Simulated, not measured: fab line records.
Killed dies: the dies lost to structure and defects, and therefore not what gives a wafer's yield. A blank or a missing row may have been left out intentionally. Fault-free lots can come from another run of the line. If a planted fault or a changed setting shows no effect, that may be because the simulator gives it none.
fab line records ; flow gf180mcu
record lots=11; wafers=33; lastDay=34
route steps=602 shown V4@500 MIM@508 M5@536
lots untouched by any fault: they come from a run of this same line in which no faults occurred
startH: the number of hours between the record's first day and the start of the first shown wafer of the lot ; waitH: time in hours since the lot's previous step ; " repeats the value in the row above ; L1.1+2: one row covering several wafers at once ; - no value, or no start was given ; * or withheld: withheld ; < > ~ a bound
route shown NAME@n: a module of which the file shows steps, and the number in the route of the first ; usual: the fault-free wafers' mean and standard deviation ; same: alike in all rows ; chamber/n: place in a boat ; sites: per-site readings ; _std_site: their standard deviation ; _edge_site: outer sites' mean less inner sites' ; radiusMm: for every site, how far away it sits from the centre of the wafer ; mask NAME#n: copy n ; behind: the tool/chamber that last shaped the wafer ; hold: why the lot went on hold/how many hours it stayed there/how the hold came to an end ; device: whichever transistor did not switch (one of n, p or np) ; end of line: the route-end tests of the same wafers ; step lacking rows: just its recipe ; killed: dies that structure and defects cost at the first sort, which is not the same as the wafer's yield ; map: a wafer's dies, x killed, . not, _ none there
set.NAME: setting as actually run; set.NAME@STEP: the setting as run at that earlier step ; model.NAME: the simulator's own value behind a step, which no gauge read
a sample of lots followed through the steps of the route, with each step as a table and each wafer as a row
services: from which hour (startH, from the record's first day; less than 0 if before it) a tool's chamber was out of use, for how many hours, and why
## steps
# step GF_V4_RS_MEAS_24
# recipe thkMeasGauge=four-point-probe; reads=W_of_V4_CVD_23+TiN_of_V4_SPUTTER_22+Ti_of_V4_SPUTTER_21
# usual V4_W_RS=0.326/0.003
lot.wafer;tool;chamber;startH;waitH;V4_W_RS[ohm/sq]
L705.3;filmMetro-01;-;573.19;0.2;0.324
L705.4;filmMetro-01;-;573.19;0.2;0.324
L705.5;filmMetro-01;-;573.19;0.2;0.327
L707.1;filmMetro-01;-;583.74;0.1;0.330
L707.2;filmMetro-01;-;583.74;0.1;0.329
L707.3;filmMetro-01;-;583.74;0.1;0.328
L709.1;filmMetro-04;-;605.99;0.1;0.325
L709.3;filmMetro-04;-;605.99;0.1;0.326
L709.6;filmMetro-04;-;605.99;0.1;0.323
L710.2;filmMetro-04;-;614.36;0.1;0.329
L710.4;filmMetro-04;-;614.36;0.1;0.329
L710.5;filmMetro-04;-;614.36;0.1;0.328
L712.1;filmMetro-04;-;629.81;0.1;0.328
L712.3;filmMetro-04;-;629.81;0.1;0.327
L712.5;filmMetro-04;-;629.81;0.1;0.327
L713.3;filmMetro-02;-;636.27;0.1;0.327
L713.4;filmMetro-02;-;636.27;0.1;0.328
L713.5;filmMetro-02;-;636.27;0.1;0.326
L714.1;filmMetro-02;-;644.11;0.1;0.326
L714.5;filmMetro-02;-;644.11;0.1;0.330
L714.6;filmMetro-02;-;644.11;0.1;0.323
L715.1;filmMetro-02;-;646.74;0.1;0.322
L715.2;filmMetro-02;-;646.74;0.1;0.322
L715.4;filmMetro-02;-;646.74;0.1;0.322
L716.2;filmMetro-02;-;660.74;0.1;0.325
L716.5;filmMetro-02;-;660.74;0.1;0.328
L716.6;filmMetro-02;-;660.74;0.1;0.327
L717.1;filmMetro-04;-;662.24;0.1;0.329
L717.2;filmMetro-04;-;662.24;0.1;0.327
L717.4;filmMetro-04;-;662.24;0.1;0.327
L726.2;filmMetro-01;-;719.41;0.1;0.327
L726.3;filmMetro-01;-;719.41;0.1;0.329
L726.4;filmMetro-01;-;719.41;0.1;0.325
# step GF_MIM_CVD_05
# recipe material=Si3N4; targetThkNm=42; tempMaxC=400; tempC=385; timeS=29.086; rfW=450
# usual heaterPowerW=667/100; tempMaxC=399.97/0.24
# same timeS=29.086
lot.wafer;tool;chamber;startH;waitH;heaterPowerW;tempMaxC
L705.3;pecvd-02;1;574.04;0.0;961;400.21
L705.4;pecvd-02;0;574.04;0.0;717;399.79
L705.5;pecvd-02;1;574.04;0.0;976;400.05
L707.1;pecvd-04;1;584.45;0.0;682;400.25
L707.2;pecvd-04;0;584.45;0.0;613;400.25
L707.3;pecvd-04;2;584.45;0.0;624;399.71
L709.1;pecvd-04;1;606.70;0.0;588;400.15
L709.3;pecvd-04;2;606.70;0.0;679;399.55
L709.6;pecvd-04;1;606.70;0.0;567;399.97
L710.2;pecvd-02;0;615.04;0.0;689;399.83
L710.4;pecvd-02;0;615.04;0.0;678;399.89
L710.5;pecvd-02;2;615.04;0.0;536;399.67
L712.1;pecvd-04;2;630.51;0.0;712;400.54
L712.3;pecvd-04;0;630.51;0.0;548;399.60
L712.5;pecvd-04;0;630.51;0.0;555;399.91
L713.3;pecvd-02;1;637.19;0.0;912;399.85
L713.4;pecvd-02;2;637.19;0.0;579;399.93
L713.5;pecvd-02;0;637.19;0.0;658;400.04
L714.1;pecvd-03;0;644.81;0.0;626;399.96
L714.5;pecvd-03;0;644.81;0.0;630;400.16
L714.6;pecvd-03;1;644.81;0.0;647;399.97
L715.1;pecvd-03;1;647.44;0.0;599;399.84
L715.2;pecvd-03;0;647.44;0.0;668;399.88
L715.4;pecvd-03;1;647.44;0.0;610;399.85
L716.2;pecvd-04;1;661.42;0.0;660;399.89
L716.5;pecvd-04;1;661.42;0.0;676;400.36
L716.6;pecvd-04;0;661.42;0.0;614;399.95
L717.1;pecvd-03;1;662.95;0.0;657;399.95
L717.2;pecvd-03;0;662.95;0.0;741;400.04
L717.4;pecvd-03;0;662.95;0.0;731;399.84
L726.2;pecvd-03;2;720.41;0.0;661;399.71
L726.3;pecvd-03;1;720.41;0.0;625;400.16
L726.4;pecvd-03;1;720.41;0.0;619;400.14
# step GF_MIM_COAT_14
# recipe resist=NOVOLAK; spinRpm=3000; resistThkNm=1000
lot.wafer;tool;chamber;startH;waitH
L705.3+4+5;lithoTrack-01;0;585.31;0.1
L707.1+2+3;lithoTrack-01;0;594.81;0.1
L709.1+3+6;lithoTrack-02;0;616.98;0.1
L710.2+4+5;lithoTrack-01;0;624.84;0.1
L712.1+3+5;lithoTrack-04;0;640.34;0.1
L713.3+4+5;lithoTrack-04;0;647.04;0.1
L714.1+5+6;lithoTrack-04;0;654.79;0.1
L715.1+2+4;lithoTrack-04;0;657.59;0.1
L716.2+5+6;lithoTrack-04;0;671.21;0.1
L717.1+2+4;lithoTrack-01;0;673.31;0.1
L726.2+3+4;lithoTrack-01;0;728.79;0.1
# step GF_MIM_STRIP_20
# recipe chemistry=O2/N2; powerW=1400; pressureMtorr=1500; platenTempC=250; o2FlowSccm=3000; n2FlowSccm=300; overashFraction=0.5
# usual drypumpMotorCurrentA=5.6/0.36; heaterPowerW=348/44; oesProductAu=0.692/0.0048; platenTempC=250.01/0.18; stripTimeToEndpointS=11.21/0.043
lot.wafer;tool;chamber;startH;waitH;drypumpMotorCurrentA;heaterPowerW;oesProductAu;platenTempC;rfHoursCounterH;stripTimeToEndpointS
L705.3;plasmaAsher-01;1;595.69;0.1;5.7;358;0.689;250.39;-;11.22
L705.4;plasmaAsher-01;0;595.69;0.1;5.3;313;0.686;249.87;-;11.27
L705.5;plasmaAsher-01;1;595.69;0.1;5.6;349;0.689;249.88;-;11.24
L707.1;plasmaAsher-01;1;605.50;0.0;5.7;352;0.688;250.23;85;11.14
L707.2;plasmaAsher-01;0;605.50;0.0;5.3;314;0.687;250.30;85;11.16
L707.3;plasmaAsher-01;0;605.50;0.0;5.3;310;0.684;250.08;-;11.16
L709.1;plasmaAsher-01;1;627.55;0.0;5.6;361;0.697;249.78;88;11.22
L709.3;plasmaAsher-01;0;627.55;0.0;5.3;311;0.695;249.73;-;11.26
L709.6;plasmaAsher-01;1;627.55;0.0;5.7;357;0.689;249.92;-;11.25
L710.2;plasmaAsher-01;0;635.65;0.0;5.3;313;0.700;249.96;89;11.27
L710.4;plasmaAsher-01;1;635.65;0.0;5.7;361;0.690;249.99;-;11.30
L710.5;plasmaAsher-01;1;635.65;0.0;5.7;364;0.693;250.03;-;11.27
L712.1;plasmaAsher-04;1;650.76;0.0;5.1;322;0.690;250.33;96;11.24
L712.3;plasmaAsher-04;1;650.76;0.0;5.2;325;0.699;250.18;-;11.29
L712.5;plasmaAsher-04;1;650.76;0.0;5.2;331;0.695;250.32;-;11.25
L713.3;plasmaAsher-04;1;657.52;0.1;5.1;330;0.700;250.14;-;11.18
L713.4;plasmaAsher-04;0;657.52;0.1;6.0;420;0.698;249.76;-;11.21
L713.5;plasmaAsher-04;0;657.52;0.1;6.0;413;0.686;249.80;-;11.20
L714.1;plasmaAsher-01;1;663.96;0.0;5.7;359;0.699;249.84;92;11.21
L714.5;plasmaAsher-01;0;663.96;0.0;5.3;323;0.697;249.78;-;11.21
L714.6;plasmaAsher-01;1;663.96;0.0;5.7;361;0.698;250.21;-;11.23
L715.1;plasmaAsher-04;1;667.53;0.0;5.1;329;0.685;250.02;98;11.03
L715.2;plasmaAsher-04;0;667.53;0.0;6.0;416;0.685;250.07;98;11.00
L715.4;plasmaAsher-04;0;667.53;0.0;6.0;423;0.679;249.79;-;11.01
L716.2;plasmaAsher-04;1;681.10;0.1;5.1;335;0.682;249.98;99;11.04
L716.5;plasmaAsher-04;0;681.10;0.1;6.0;419;0.678;249.68;-;11.04
L716.6;plasmaAsher-04;1;681.10;0.1;5.1;321;0.681;250.12;-;11.01
L717.1;plasmaAsher-04;0;682.46;0.0;6.0;431;0.692;250.04;100;11.17
L717.2;plasmaAsher-04;1;682.46;0.0;5.2;324;0.691;250.22;100;11.17
L717.4;plasmaAsher-04;1;682.46;0.0;5.1;316;0.695;249.94;-;11.20
L726.2;plasmaAsher-03;1;738.12;0.1;6.2;309;0.700;250.22;70;11.15
L726.3;plasmaAsher-03;0;738.12;0.1;5.6;282;0.696;249.87;-;11.19
L726.4;plasmaAsher-03;1;738.12;0.1;6.2;314;0.697;250.01;-;11.16
# step GF_M5_METAL_ETCH_10
# recipe chemistry=Cl2/BCl3; maskMaterial=KrF; targetDepthNm=750.8; stopOn=SiO2; pressureMtorr=8; icpW=800; biasW=140; Cl2_flow_sccm=80; bcl3FlowSccm=40; timeS=125.1
# usual drypumpMotorCurrentA=5.6/0.39; mfcCl2Sccm=80.03/0.24; oesProductAu=0.991/0.0051; throttleValvePct=28.229/0.01
# same timeS=125.1
lot.wafer;tool;chamber;startH;waitH;drypumpMotorCurrentA;mfcCl2Sccm;oesProductAu;rfHoursCounterH;throttleValvePct
L705.3;rieMetal-01;1;616.66;0.1;5.0;80.04;0.988;-;28.237
L705.4;rieMetal-01;0;616.66;0.1;5.5;80.13;1.003;-;28.243
L705.5;rieMetal-01;1;616.66;0.1;5.0;79.96;0.996;-;28.206
L707.1;rieMetal-04;1;626.06;0.0;6.1;80.00;0.983;13;28.224
L707.2;rieMetal-04;0;626.06;0.0;5.8;79.75;0.994;3;28.220
L707.3;rieMetal-04;1;626.06;0.0;6.1;79.72;0.989;-;28.219
L709.1;rieMetal-01;1;648.41;0.0;5.0;80.09;0.995;13;28.213
L709.3;rieMetal-01;0;648.41;0.0;5.5;79.54;0.987;-;28.225
L709.6;rieMetal-01;1;648.41;0.0;5.0;79.90;1.000;-;28.226
L710.2;rieMetal-04;1;655.61;0.0;6.2;80.36;0.993;14;28.225
L710.4;rieMetal-04;1;655.61;0.0;6.1;80.21;0.995;-;28.228
L710.5;rieMetal-04;0;655.61;0.0;5.8;80.02;0.992;-;28.231
L712.1;rieMetal-02;0;670.29;0.0;5.6;80.31;0.986;13;28.229
L712.3;rieMetal-02;0;670.29;0.0;5.7;80.23;0.994;-;28.217
L712.5;rieMetal-02;1;670.29;0.0;5.8;79.97;0.994;-;28.212
L713.3;rieMetal-01;1;677.75;0.1;5.0;79.63;0.990;-;28.222
L713.4;rieMetal-01;0;677.75;0.1;5.5;80.18;0.991;-;28.234
L713.5;rieMetal-01;0;677.75;0.1;5.5;80.17;0.995;-;28.236
L714.1;rieMetal-02;0;683.89;0.0;5.5;80.23;0.985;13;28.246
L714.5;rieMetal-02;1;683.89;0.0;5.8;80.04;0.994;-;28.233
L714.6;rieMetal-02;0;683.89;0.0;5.6;80.52;0.996;-;28.221
L715.1;rieMetal-04;0;687.14;0.0;5.8;80.00;1.002;6;28.238
L715.2;rieMetal-04;0;687.14;0.0;5.9;79.69;0.990;-;28.244
L715.4;rieMetal-04;0;687.14;0.0;5.8;79.68;0.998;-;28.218
L716.2;rieMetal-01;0;700.26;0.1;5.5;80.09;0.995;-;28.219
L716.5;rieMetal-01;0;700.26;0.1;5.5;80.10;0.997;-;28.224
L716.6;rieMetal-01;0;700.26;0.1;5.5;80.25;0.983;-;28.226
L717.1;rieMetal-02;0;701.34;0.0;5.6;80.15;0.994;14;28.206
L717.2;rieMetal-02;1;701.34;0.0;5.8;79.66;0.988;12;28.227
L717.4;rieMetal-02;1;701.34;0.0;5.8;79.69;0.988;-;28.224
L726.2;rieMetal-01;0;754.84;0.0;5.5;80.25;0.987;6;28.236
L726.3;rieMetal-01;0;754.84;0.0;5.5;80.29;0.997;-;28.235
L726.4;rieMetal-01;1;754.84;0.0;5.0;79.61;0.985;-;28.224
## services
tool;chamber;startH;hours;kind
rieMetal-04;0;571.40;12.4;repair
pecvd-04;-;591.12;14.0;pm
rieMetal-01;0;601.61;-;clean
rieMetal-01;0;601.61;13.3;scheduledDown
rieMetal-01;0;601.61;13.3;ventCycle
pecvd-04;0;613.63;4.3;repair
plasmaAsher-04;-;620.24;8.9;repair
plasmaAsher-01;-;620.38;3.3;repair
rieMetal-01;-;621.73;2.8;pm
plasmaAsher-03;-;627.34;10.3;repair
rieMetal-04;-;644.32;0.6;repair
pecvd-02;-;644.82;0.6;repair
pecvd-02;1;674.98;16.9;repair
plasmaAsher-03;-;685.77;13.0;repair
rieMetal-01;1;693.69;-;clean
rieMetal-01;1;693.69;17.8;scheduledDown
rieMetal-01;1;693.69;17.8;ventCycle
rieMetal-01;-;695.84;1.4;pm
pecvd-04;-;701.02;1.1;repair
rieMetal-01;0;714.68;22.5;repair
plasmaAsher-04;-;733.75;9.0;pm
rieMetal-04;0;734.92;2.4;repair
plasmaAsher-03;-;744.08;14.6;pm
pecvd-03;0;746.24;4.9;repair
## key
firstSign step=GF_MIM_STRIP_20; reading=stripTimeToEndpointS; direction=down; sigmas=4.3; usual=*; struck=*
effect none on later readings
metAt GF_MIM_COAT_14
struckLots L715,L716
notActingAt GF_V4_RS_MEAS_24,GF_MIM_CVD_05,GF_M5_METAL_ETCH_10
onsetBetween 654.79 657.59
fault kind=processParameterDrift; tool=lithoTrack-04; chamber=-; onsetH=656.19; steps=GF_MIM_COAT_14; channel=resistThkNm; offset=*; shape=step; endH=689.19; actsIn=*; stated=*
